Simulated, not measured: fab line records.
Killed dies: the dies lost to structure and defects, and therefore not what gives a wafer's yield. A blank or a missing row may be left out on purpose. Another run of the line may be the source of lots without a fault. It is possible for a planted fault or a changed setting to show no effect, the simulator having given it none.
fab line records    flow sky130
[record] lots = 12  wafers = 36  last_day = 50
route steps=708 shown DNWELL@43 NWELL@77 PWDE@84 PAD_OPEN@708
lots that met no fault: from a run of the same line without faults
start_h: hours from the record's first day to the start of the lot's first wafer shown    wait_h: how many hours have passed since the lot's step before this one    " same as the row above    L1.1+2: several wafers, shown together as one row    - no value, or no start given    * or withheld: withheld    < > ~ a bound
route shown NAME@n: names a module that has steps shown in the file, with the first one's number in the route    usual: average and standard deviation across the fault-free wafers    same: alike in all rows    chamber/n: place in a boat    sites: readings site by site    _std_site: standard deviation across them    _edge_site: inner sites' mean taken away from outer sites' mean    radius_mm: for every site, how far away it sits from the centre of the wafer    mask NAME#n: copy n    behind: tool/chamber where the wafer was last shaped    hold: what put the lot on hold/how long, in hours/how the hold closed    device: whichever transistor did not switch (one of n, p or np)    end of line: tests of these same wafers at the route's end    step lacking rows: just its recipe    killed: at the first sort, the dies lost to defects and structure; wafer yield is something else    map: shows each die of a wafer: x if killed, . if not, _ if none is there
set.NAME: the run value of the setting; set.NAME@STEP: its run value at that earlier step    model.NAME: the simulator's own value behind a step, which no gauge read
route steps across a sampled set of lots; one table per step, one row per wafer
services: the hour from which a tool's chamber was out of use, counted from the record's first day as start_h (under 0 if before that day), plus the number of hours and why
[[steps]]
[step SKY_DNWELL_STRIP_08]
[recipe] chemistry = O2/N2  power_w = 1400  pressure_mtorr = 1500  platen_temp_c = withheld  o2_flow_sccm = 3000  n2_flow_sccm = 300  overash_fraction = 0.5
[usual] drypump_motor_current_A = 5.8/0.35  o2_flow_sccm = 3000/8.4  oes_product_au = 0.722/0.0038  strip_time_to_endpoint_s = 36.89/0.12
lot.wafer  tool             chamber  start_h  wait_h  drypump_motor_current_A  o2_flow_sccm  oes_product_au  rf_hours_counter_h  strip_time_to_endpoint_s
L471.1     plasma_asher-02  1        52.44    0.1     5.8                      2971          0.719           37                  36.76
L471.3     "                0        "        "       5.6                      2987          0.732           -                   36.80
L471.6     "                0        "        "       5.6                      2991          0.727           -                   36.81
L472.2     plasma_asher-02  1        56.54    0.1     5.9                      3007          0.723           37                  36.75
L472.3     "                1        "        "       5.8                      3010          0.720           -                   36.83
L472.4     "                0        "        "       5.6                      3004          0.721           -                   36.83
L473.1     plasma_asher-01  0        65.78    0.1     5.5                      3004          0.726           34                  36.96
L473.2     "                1        "        "       6.1                      2989          0.720           34                  36.95
L473.3     "                0        "        "       5.5                      2996          0.725           -                   36.88
L477.3     plasma_asher-01  1        83.42    0.1     6.1                      2996          0.728           -                   36.74
L477.4     "                0        "        "       5.5                      2996          0.723           -                   36.82
L477.5     "                1        "        "       6.1                      3000          0.719           -                   36.84
L478.3     plasma_asher-01  0        94.52    0.1     5.5                      2993          0.726           -                   36.99
L478.5     "                0        "        "       5.5                      2987          0.718           -                   37.11
L478.6     "                1        "        "       6.1                      3008          0.723           -                   37.05
L481.3     plasma_asher-03  0        110.33   0.2     5.2                      2991          0.719           -                   37.06
L481.5     "                1        "        "       6.3                      3004          0.727           -                   36.97
L481.6     "                0        "        "       5.2                      2992          0.724           -                   37.10
L482.3     plasma_asher-03  1        112.57   0.1     6.3                      2993          0.723           -                   36.80
L482.4     "                0        "        "       5.2                      2992          0.723           -                   36.86
L482.5     "                0        "        "       5.2                      3006          0.723           -                   36.89
L488.1     plasma_asher-03  1        143.29   0.1     6.3                      3001          0.725           35                  36.80
L488.5     "                0        "        "       5.2                      3002          0.722           -                   36.89
L488.6     "                1        "        "       6.3                      2993          0.720           -                   36.90
L489.4     plasma_asher-02  1        148.41   0.1     5.8                      2997          0.722           -                   36.78
L489.5     "                0        "        "       5.6                      2998          0.722           -                   37.03
L489.6     "                1        "        "       5.9                      2996          0.721           -                   36.88
L490.1     plasma_asher-01  1        153.03   0.1     6.1                      2999          0.718           3                   36.85
L490.2     "                0        "        "       5.5                      3002          0.719           3                   36.84
L490.6     "                0        "        "       5.5                      3002          0.723           -                   36.77
L493.2     plasma_asher-01  0        176.53   0.1     5.5                      2999          0.724           6                   37.03
L493.3     "                0        "        "       5.5                      3001          0.718           -                   37.01
L493.5     "                0        "        "       5.5                      3014          0.723           -                   37.03
L494.1     plasma_asher-01  0        179.94   0.1     5.5                      3006          0.725           6                   36.97
L494.2     "                1        "        "       6.1                      3008          0.723           6                   37.00
L494.3     "                1        "        "       6.1                      3020          0.724           -                   37.07
[step SKY_NWELL_IMPLANT_24]
[recipe] species = B  energy_kev = 140  dose_cm2 = 9.292e+12  tilt_deg = withheld
lot.wafer   tool          chamber  start_h  wait_h
L471.1+3+6  implanter-03  0        104.66   0.0
L472.2+3+4  implanter-04  0        109.30   0.0
L473.1+2+3  implanter-04  0        119.62   0.0
L477.3+4+5  implanter-04  0        139.62   0.1
L478.3+5+6  implanter-04  0        151.37   0.1
L481.3+5+6  implanter-04  0        168.47   0.1
L482.3+4+5  implanter-04  0        171.27   0.1
L488.1+5+6  implanter-03  0        206.58   0.0
L489.4+5+6  implanter-04  0        210.11   0.1
L490.1+2+6  implanter-04  0        217.11   0.0
L493.2+3+5  implanter-03  0        240.79   0.0
L494.1+2+3  implanter-01  0        243.36   0.0
[step SKY_NWELL_TW_MEAS_26]
[usual] NWELL_2_TW = 501.2/2.6
lot.wafer  tool           chamber  start_h  wait_h  NWELL_2_TW
L471.1     film_metro-02  -        104.91   0.1     501.0
L471.3     "              -        "        "       498.8
L471.6     "              -        "        "       498.2
L472.2     film_metro-02  -        109.54   0.1     500.4
L472.3     "              -        "        "       503.0
L472.4     "              -        "        "       500.2
L473.1     film_metro-02  -        119.87   0.1     499.8
L473.2     "              -        "        "       499.1
L473.3     "              -        "        "       499.7
L477.3     film_metro-04  -        139.84   0.1     503.9
L477.4     "              -        "        "       499.3
L477.5     "              -        "        "       501.9
L478.3     film_metro-01  -        151.59   0.1     499.8
L478.5     "              -        "        "       497.4
L478.6     "              -        "        "       499.1
L481.3     film_metro-04  -        168.69   0.1     503.2
L481.5     "              -        "        "       504.3
L481.6     "              -        "        "       503.1
L482.3     film_metro-04  -        171.49   0.1     504.0
L482.4     "              -        "        "       502.2
L482.5     "              -        "        "       502.2
L488.1     film_metro-02  -        206.83   0.1     495.9
L488.5     "              -        "        "       499.4
L488.6     "              -        "        "       499.9
L489.4     film_metro-04  -        210.31   0.1     464.6
L489.5     "              -        "        "       463.2
L489.6     "              -        "        "       461.5
L490.1     film_metro-01  -        217.36   0.1     463.6
L490.2     "              -        "        "       461.2
L490.6     "              -        "        "       462.1
L493.2     film_metro-01  -        241.03   0.1     503.2
L493.3     "              -        "        "       497.0
L493.5     "              -        "        "       498.2
L494.1     film_metro-01  -        243.61   0.1     498.8
L494.2     "              -        "        "       498.1
L494.3     "              -        "        "       498.8
[step SKY_NWELL_RTA_28]
[recipe] temp_c = 1050  time_s = 30  idle_temp_c = 650  ramp_up_c_per_s = 150  ramp_down_c_per_s = 90  ambient = N2
[usual] lamp_power_pct = 25.30/0.054  ramp_down_c_per_s = 90.000/0.019  wafer_temp_C_max = 1054.9/0.92
lot.wafer  tool           chamber  start_h  wait_h  lamp_power_pct  ramp_down_c_per_s  wafer_temp_C_max
L471.1     rtp_anneal-01  0        105.02   0.0     25.39           90.009             1054.0
L471.3     "              0        "        "       25.26           90.010             1053.1
L471.6     "              0        "        "       25.31           90.005             1054.8
L472.2     rtp_anneal-02  0        109.66   0.0     25.29           90.019             1054.8
L472.3     "              0        "        "       25.43           90.002             1055.9
L472.4     "              0        "        "       25.34           89.984             1054.6
L473.1     rtp_anneal-02  0        119.98   0.0     25.32           89.973             1055.6
L473.2     "              0        "        "       25.30           90.021             1054.4
L473.3     "              0        "        "       25.34           90.003             1055.3
L477.3     rtp_anneal-02  0        139.97   0.0     25.28           90.032             1055.0
L477.4     "              0        "        "       25.35           89.983             1055.1
L477.5     "              0        "        "       25.44           89.998             1055.4
L478.3     rtp_anneal-01  0        151.71   0.0     25.32           89.965             1054.5
L478.5     "              0        "        "       25.36           90.036             1059.3
L478.6     "              0        "        "       25.33           89.983             1056.0
L481.3     rtp_anneal-01  0        168.81   0.0     25.41           89.982             1055.2
L481.5     "              0        "        "       25.31           89.994             1054.6
L481.6     "              0        "        "       25.29           90.002             1054.1
L482.3     rtp_anneal-02  0        171.61   0.0     25.29           90.001             1055.4
L482.4     "              0        "        "       25.25           89.964             1055.2
L482.5     "              0        "        "       25.31           89.989             1054.9
L488.1     rtp_anneal-02  0        206.94   0.0     25.27           89.977             1054.4
L488.5     "              0        "        "       25.34           90.016             1054.2
L488.6     "              0        "        "       25.37           90.001             1056.8
L489.4     rtp_anneal-02  0        210.44   0.1     25.32           90.044             1053.9
L489.5     "              0        "        "       25.35           90.019             1054.7
L489.6     "              0        "        "       25.37           89.998             1054.5
L490.1     rtp_anneal-01  0        217.47   0.0     25.38           89.996             1054.3
L490.2     "              0        "        "       25.26           90.010             1054.4
L490.6     "              0        "        "       25.45           89.987             1054.7
L493.2     rtp_anneal-01  0        241.14   0.0     25.37           90.018             1056.4
L493.3     "              0        "        "       25.29           89.989             1055.7
L493.5     "              0        "        "       25.32           89.981             1054.5
L494.1     rtp_anneal-02  0        243.72   0.0     25.22           90.041             1053.8
L494.2     "              0        "        "       25.29           89.988             1053.7
L494.3     "              0        "        "       25.32           89.978             1054.1
[step SKY_NWELL_RS_MEAS_31]
[recipe] thk_meas_gauge = four-point-probe
[usual] PWDE_RS = 5279/20
lot.wafer  tool           chamber  start_h  wait_h  PWDE_RS[ohm/sq]
L471.1     film_metro-04  -        105.36   0.1     5273
L471.3     "              -        "        "       5280
L471.6     "              -        "        "       5276
L472.2     film_metro-04  -        110.00   0.1     5289
L472.3     "              -        "        "       5302
L472.4     "              -        "        "       5297
L473.1     film_metro-04  -        120.32   0.1     5289
L473.2     "              -        "        "       5289
L473.3     "              -        "        "       5296
L477.3     film_metro-01  -        140.31   0.1     5288
L477.4     "              -        "        "       5295
L477.5     "              -        "        "       5292
L478.3     film_metro-04  -        152.06   0.1     5298
L478.5     "              -        "        "       5310
L478.6     "              -        "        "       5295
L481.3     film_metro-02  -        169.16   0.1     5284
L481.5     "              -        "        "       5286
L481.6     "              -        "        "       5292
L482.3     film_metro-01  -        171.96   0.1     5250
L482.4     "              -        "        "       5273
L482.5     "              -        "        "       5259
L488.1     film_metro-01  -        207.28   0.1     5301
L488.5     "              -        "        "       5264
L488.6     "              -        "        "       5275
L489.4     film_metro-04  -        210.79   0.1     5240
L489.5     "              -        "        "       5255
L489.6     "              -        "        "       5241
L490.1     film_metro-04  -        217.81   0.1     5277
L490.2     "              -        "        "       5281
L490.6     "              -        "        "       5272
L493.2     film_metro-02  -        241.49   0.1     5287
L493.3     "              -        "        "       5290
L493.5     "              -        "        "       5273
L494.1     film_metro-04  -        244.06   0.1     5249
L494.2     "              -        "        "       5262
L494.3     "              -        "        "       5283
[step SKY_PAD_OPEN_PROBE_99]
[usual] killed_at_M0_to_M3 = 43/7.7  killed_at_M4_up = 2.9/1.7  killed_at_contacts = 24/5.5  killed_at_front_end = 15/4  killed_at_other = 0.4/0.66  killed_dies = 86/9.4  killed_open = 47/6.7  killed_short = 38/6.2
[same] gross_dies = 492  killed_at_back_side = 0
lot.wafer  tool       chamber  start_h  wait_h  killed_at_M0_to_M3  killed_at_M4_up  killed_at_contacts  killed_at_front_end  killed_at_other  killed_dies  killed_open  killed_short
L471.1     prober-02  -        1074.31  0.1     46                  1                16                  20                   1                84           39           44
L471.3     prober-02  -        1074.41  0.2     53                  2                16                  19                   1                91           50           41
L471.6     prober-02  -        1074.56  0.2     47                  4                16                  19                   1                87           48           35
L473.1     prober-02  -        1092.95  0.1     61                  3                24                  16                   0                104          61           43
L473.2     prober-02  -        1093.00  0.1     39                  3                15                  16                   0                73           36           36
L473.3     prober-02  -        1093.05  0.2     46                  3                23                  14                   0                86           45           41
L490.1     prober-01  -        1177.02  0.1     37                  2                18                  21                   0                78           37           41
L490.2     prober-01  -        1177.07  0.1     32                  1                33                  15                   0                81           49           31
L490.6     prober-01  -        1177.27  0.2     29                  2                31                  21                   0                83           43           40
// killed by level:class
L471.1 VIA1:geometric_particle:open=10 VIA1:geometric_particle:short=8 VIA2:geometric_particle:open=8 METAL1:geometric_particle:short=7 LOCAL_INTERCONNECT:geometric_particle:short=5 POLY_GATE:geometric_particle:open=4 POLY_GATE:geometric_particle:short=4 CONTACT:geometric_particle:open=4
L471.3 VIA1:geometric_particle:open=14 VIA1:geometric_particle:short=8 METAL3:geometric_particle:short=8 FIELD_ISO:geometric_particle:open=6 VIA2:geometric_particle:open=6 VIA3:geometric_particle:open=5 LI_CONTACT:geometric_particle:open=5 CONTACT:geometric_particle:open=5
L471.6 VIA1:geometric_particle:open=12 VIA2:geometric_particle:open=7 CONTACT:geometric_particle:open=7 VIA3:geometric_particle:open=6 SPACER:geometric_particle:open=5 LI_CONTACT:geometric_particle:open=5 METAL1:geometric_particle:short=5 METAL2:geometric_particle:short=4
L473.1 VIA1:geometric_particle:open=14 VIA3:geometric_particle:open=12 VIA2:geometric_particle:open=10 METAL1:geometric_particle:short=9 CONTACT:geometric_particle:open=8 LI_CONTACT:geometric_particle:open=7 VIA1:geometric_particle:short=6 METAL2:geometric_particle:short=6
L473.2 VIA1:geometric_particle:open=9 VIA1:geometric_particle:short=6 POLY_GATE:geometric_particle:open=5 CONTACT:geometric_particle:open=5 VIA3:geometric_particle:open=5 METAL2:geometric_particle:short=4 METAL3:geometric_particle:short=4 FIELD_ISO:geometric_particle:short=3
L473.3 VIA3:geometric_particle:open=11 CONTACT:geometric_particle:open=8 VIA1:geometric_particle:open=8 CONTACT:geometric_particle:short=6 METAL2:geometric_particle:short=6 FIELD_ISO:geometric_particle:open=4 FIELD_ISO:geometric_particle:short=4 LI_CONTACT:geometric_particle:open=4
L490.1 FIELD_ISO:geometric_particle:open=6 METAL3:geometric_particle:short=6 VIA1:geometric_particle:open=6 VIA3:geometric_particle:open=6 FIELD_ISO:geometric_particle:short=5 POLY_GATE:geometric_particle:short=5 CONTACT:geometric_particle:short=5 METAL1:geometric_particle:short=5
L490.2 CONTACT:geometric_particle:open=14 LI_CONTACT:geometric_particle:open=9 VIA3:geometric_particle:open=6 VIA1:geometric_particle:open=6 POLY_GATE:geometric_particle:open=5 FIELD_ISO:geometric_particle:short=4 METAL1:geometric_particle:short=4 VIA1:geometric_particle:short=4
L490.6 CONTACT:geometric_particle:open=13 CONTACT:geometric_particle:short=8 POLY_GATE:geometric_particle:short=6 FIELD_ISO:geometric_particle:open=5 POLY_GATE:geometric_particle:open=5 METAL1:geometric_particle:short=5 LOCAL_INTERCONNECT:geometric_particle:short=4 VIA3:geometric_particle:open=4
[[services]]
tool             chamber  start_h  hours  kind
implanter-03     -        38.80    1.8    repair
plasma_asher-02  -        39.17    4.7    repair
plasma_asher-01  -        46.85    14.6   pm
implanter-03     -        75.70    9.5    repair
implanter-03     -        92.96    6.5    repair
plasma_asher-01  -        98.40    7.9    repair
plasma_asher-01  -        108.75   9.0    pm
plasma_asher-01  0        108.75   9.0    vent_cycle
plasma_asher-01  1        108.75   9.0    vent_cycle
plasma_asher-02  -        110.00   3.7    repair
plasma_asher-01  0        117.75   -      clean
plasma_asher-01  1        117.75   -      clean
implanter-01     -        129.07   2.6    repair
plasma_asher-01  -        144.53   1.3    repair
implanter-03     -        166.84   2.1    repair
plasma_asher-03  -        179.08   1.6    repair
implanter-03     -        190.77   5.8    pm
plasma_asher-02  -        220.40   2.8    pm
implanter-01     -        233.90   2.8    pm
implanter-04     -        241.78   3.6    repair
[[key]]
[first_sign] step = SKY_NWELL_TW_MEAS_26  reading = NWELL_2_TW  direction = down  sigmas = 15  usual = 501.2  struck = 462.7
effect none on later readings
met_at SKY_NWELL_IMPLANT_24
struck_lots L489,L490
tester_left_out L489,L490
not_acting_at SKY_DNWELL_STRIP_08,SKY_NWELL_RTA_28,SKY_NWELL_RS_MEAS_31
onset_between 171.27 210.11
[fault] kind = process_parameter_drift  tool = implanter-04  chamber = -  onset_h = 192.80  steps = SKY_NWELL_IMPLANT_24  channel = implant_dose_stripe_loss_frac  offset = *  shape = step  end_h = 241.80
// tester_left_out: of these lots the tester's yield and bins aren't shown, on N5 and GAA mostly nor the transistor test; their killed dies are dies lost to structure and defects alone, not to doping, threshold or leakage, so they don't give the yield
